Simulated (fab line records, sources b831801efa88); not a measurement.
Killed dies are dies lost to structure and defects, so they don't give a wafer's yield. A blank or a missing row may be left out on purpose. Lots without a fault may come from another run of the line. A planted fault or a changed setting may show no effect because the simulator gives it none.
Which tool did it? | flow gf180mcu | 13 lots, 39 wafers sampled, at 6 steps of a route of 602

WHAT THE GAUGES READ, wafer by wafer
GF_MVSD_TW_MEAS_11.
lot  | measured     | on            | MVSD_TW
L912 | day 4 10:19  | film_metro-03 | 1596 1603 1595
L917 | day 5 14:14  | film_metro-03 | 1596 1597 1601
L918 | day 5 19:29  | film_metro-02 | 1560 1549 1549
L919 | day 6 01:35  | film_metro-04 | 1589 1591 1590
L921 | day 6 14:59  | film_metro-04 | 1587 1584 1594
L922 | day 6 20:21  | film_metro-03 | 1599 1591 1590
L923 | day 7 04:47  | film_metro-04 | 1601 1580 1591
L924 | day 7 08:46  | film_metro-02 | 1533 1531 1528
L927 | day 8 00:54  | film_metro-03 | 1738 1742 1749
L928 | day 8 08:32  | film_metro-03 | 1607 1602 1602
L931 | day 8 23:56  | film_metro-02 | 1700 1703 1687
L934 | day 10 00:40 | film_metro-02 | 1548 1569 1546
L935 | day 10 14:32 | film_metro-02 | 1555 1550 1557

GF_VT_IMPLANT_RS_MEAS_46: measures by four-point-probe.
lot  | measured     | on            | MVSD_RS (ohm/sq)
L912 | day 7 10:06  | film_metro-03 | 456.7 457.7 458.3
L917 | day 8 18:13  | film_metro-04 | 456.3 456.6 456.3
L918 | day 8 23:34  | film_metro-04 | 455.7 457.4 458.0
L919 | day 9 05:46  | film_metro-04 | 458.7 456.4 457.5
L921 | day 9 21:46  | film_metro-03 | 456.2 456.4 455.1
L922 | day 10 04:16 | film_metro-03 | 458.2 457.7 459.1
L923 | day 10 15:59 | film_metro-03 | 456.2 456.0 456.0
L924 | day 10 21:07 | film_metro-02 | 459.0 460.1 460.5
L927 | day 11 15:20 | film_metro-03 | 393.0 391.7 392.2
L928 | day 12 03:07 | film_metro-04 | 457.1 456.8 457.4
L931 | day 12 20:18 | film_metro-02 | 394.5 394.4 393.9
L934 | day 14 02:42 | film_metro-03 | 458.0 457.4 457.1
L935 | day 14 15:15 | film_metro-02 | 457.7 456.9 458.1

GF_M1_CD_MEAS_14: target cd 230 nm.
lot  | measured     | on        | cd_nm (nm)
L912 | day 17 01:23 | cd_sem-02 | 228.4 229.9 228.7
L917 | day 18 14:13 | cd_sem-02 | 230.9 229.8 230.3
L918 | day 19 03:21 | cd_sem-02 | 229.0 228.2 227.9
L919 | day 19 10:56 | cd_sem-01 | 231.2 231.0 231.1
L921 | day 20 12:48 | cd_sem-02 | 230.1 231.6 231.2
L922 | day 20 20:19 | cd_sem-01 | 230.2 230.4 230.2
L923 | day 21 03:41 | cd_sem-02 | 229.5 231.5 230.3
L924 | day 21 17:37 | cd_sem-01 | 229.0 229.9 229.0
L927 | day 22 11:47 | cd_sem-01 | 228.6 228.9 229.5
L928 | day 23 01:07 | cd_sem-01 | 229.5 229.3 229.2
L931 | day 23 20:46 | cd_sem-02 | 229.7 229.2 230.9
L934 | day 25 07:27 | cd_sem-01 | 228.6 227.6 227.3
L935 | day 25 20:28 | cd_sem-01 | 228.5 227.8 227.6

GF_M1_OVL_MEAS_15.
lot  | measured     | on         | M1_OVL (nm)
L912 | day 17 01:30 | overlay-02 | 0 -3 -7
L917 | day 18 14:20 | overlay-02 | -14 -15 -8
L918 | day 19 03:28 | overlay-02 | 1 5 -2
L919 | day 19 11:04 | overlay-01 | -5 5 4
L921 | day 20 12:55 | overlay-02 | -7 -7 -14
L922 | day 20 20:26 | overlay-01 | -10 -7 -11
L923 | day 21 03:47 | overlay-01 | -10 -10 -2
L924 | day 21 17:44 | overlay-02 | -7 -4 -7
L927 | day 22 11:53 | overlay-02 | -12 -14 -6
L928 | day 23 01:14 | overlay-02 | -14 1 -17
L931 | day 23 20:53 | overlay-02 | -14 -11 -6
L934 | day 25 07:34 | overlay-01 | 8 8 13
L935 | day 25 20:35 | overlay-01 | 1 -2 -2

WHICH TOOL RAN EACH LOT (tool, then ch and the chambers of the sampled wafers, then the start)
lot  | GF_MVSD_IMPLANT_08              | GF_SAB_CVD_00
L912 | implanter-01 ch 0, day 4 09:55  | pecvd-03 ch 0,2, day 14 04:47
L917 | implanter-03 ch 0, day 5 13:50  | pecvd-04 ch 1,2, day 15 16:14
L918 | implanter-03 ch 0, day 5 19:05  | pecvd-02 ch 0,1,2, day 16 03:07
L919 | implanter-04 ch 0, day 6 01:11  | pecvd-02 ch 0,1, day 16 10:46
L921 | implanter-04 ch 0, day 6 14:35  | pecvd-02 ch 0,1, day 17 08:29
L922 | implanter-01 ch 0, day 6 19:58  | pecvd-02 ch 0,1,2, day 17 16:41
L923 | implanter-04 ch 0, day 7 04:25  | pecvd-02 ch 0,2, day 18 01:19
L924 | implanter-01 ch 0, day 7 08:22  | pecvd-02 ch 1,2, day 18 14:29
L927 | implanter-01 ch 0, day 8 00:31  | pecvd-04 ch 1,2, day 19 08:35
L928 | implanter-04 ch 0, day 8 08:08  | pecvd-03 ch 0,2, day 19 23:50
L931 | implanter-01 ch 0, day 8 23:32  | pecvd-02 ch 0,1, day 20 20:32
L934 | implanter-04 ch 0, day 10 00:16 | pecvd-03 ch 1,2, day 22 10:52
L935 | implanter-03 ch 0, day 10 14:08 | pecvd-02 ch 1,2, day 22 23:28
- GF_MVSD_IMPLANT_08
- GF_SAB_CVD_00: deposits SiO2 from TEOS, target thk 50 nm, time 4.9302 s.

WHAT THE TOOLS THEMSELVES READ (means of the sampled wafers that have a number; where no wafer has one, the mark that the record gives instead)
GF_MVSD_IMPLANT_08.
lot  | tool         | beam_energy_keV | beam_on_s (s) | faraday_current_uA
L912 | implanter-01 | 400.04          | 9.92          | 91.0
L917 | implanter-03 | 400.03          | 9.92          | 90.8
L918 | implanter-03 | 400.10          | 9.98          | 90.6
L919 | implanter-04 | 400.10          | 10.11         | 89.1
L921 | implanter-04 | 400.09          | 10.03         | 89.7
L922 | implanter-01 | 399.94          | 10.04         | 89.9
L923 | implanter-04 | 400.01          | 10.11         | 89.4
L924 | implanter-01 | 400.09          | 10.07         | 89.8
L927 | implanter-01 | 400.09          | 13.60         | 66.3
L928 | implanter-04 | 400.07          | 9.99          | 90.2
L931 | implanter-01 | 400.06          | 13.68         | 66.0
L934 | implanter-04 | 400.02          | 10.15         | 89.1
L935 | implanter-03 | 399.97          | 10.15         | 89.1

GF_SAB_CVD_00.
lot  | tool     | heater_power_w (W)
L912 | pecvd-03 | 727
L917 | pecvd-04 | 650
L918 | pecvd-02 | 605
L919 | pecvd-02 | 604
L921 | pecvd-02 | 604
L922 | pecvd-02 | 575
L923 | pecvd-02 | 579
L924 | pecvd-02 | 638
L927 | pecvd-04 | 686
L928 | pecvd-03 | 685
L931 | pecvd-02 | 619
L934 | pecvd-03 | 642
L935 | pecvd-02 | 632

THE ANSWER, worked out from the rows above alone
Rule: what is usual is taken from the lots themselves. Put in order of their means at a reading, lots are off if they are a third of the lots or fewer, leave a main group of 4 or more, and stand apart from it by a gap of 3 or more times the standard deviation of the main group's means; of several such gaps the widest counts. A main group whose means are all the same, to the digits that the tables above print for the reading, isn't used. A lot without any number at a reading at which 4 lots or more have one is off too. The other lots that the step has rows for count as sound. The gauges are gone through in route order, then the tools' own readings, and for those a lot's mean is taken as printed above. The first step at which some lot is off is used, and at that step the reading that is off furthest; a lot without a number counts as furthest.
Off: L927, L931, at GF_MVSD_TW_MEAS_11 (MVSD_TW). The main group: mean 1578, standard deviation 24.
A tool fits if, at a process step before that reading, it ran every lot that is off, and no sound lot after the first of them. The gauges at GF_MVSD_TW_MEAS_11 aren't tried: what is off there is off at GF_MVSD_IMPLANT_08 too, on other tools, and a gauge's error can't cause that. One fits: implanter-01 at GF_MVSD_IMPLANT_08. Its last sound lot is L924 (day 7 08:22), its first lot that is off L927 (day 8 00:31): a fault that began between those two fits.
The tool's own readings at GF_MVSD_IMPLANT_08 bear it out: on the lots that are off they differ by more than 5 times the standard deviation of the sound lots' means. beam_on_s reads 13.64 s there against 10.04 s on the sound lots; faraday_current_uA reads 66.2 there against 89.9 on the sound lots.

WHAT THE SIMULATOR HAD PUT IN
Process parameter drift: implanter-01, from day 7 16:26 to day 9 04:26, at GF_MVSD_IMPLANT_08. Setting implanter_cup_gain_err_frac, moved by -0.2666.
Lots struck among those shown: L927, L931. The rule above found the same.
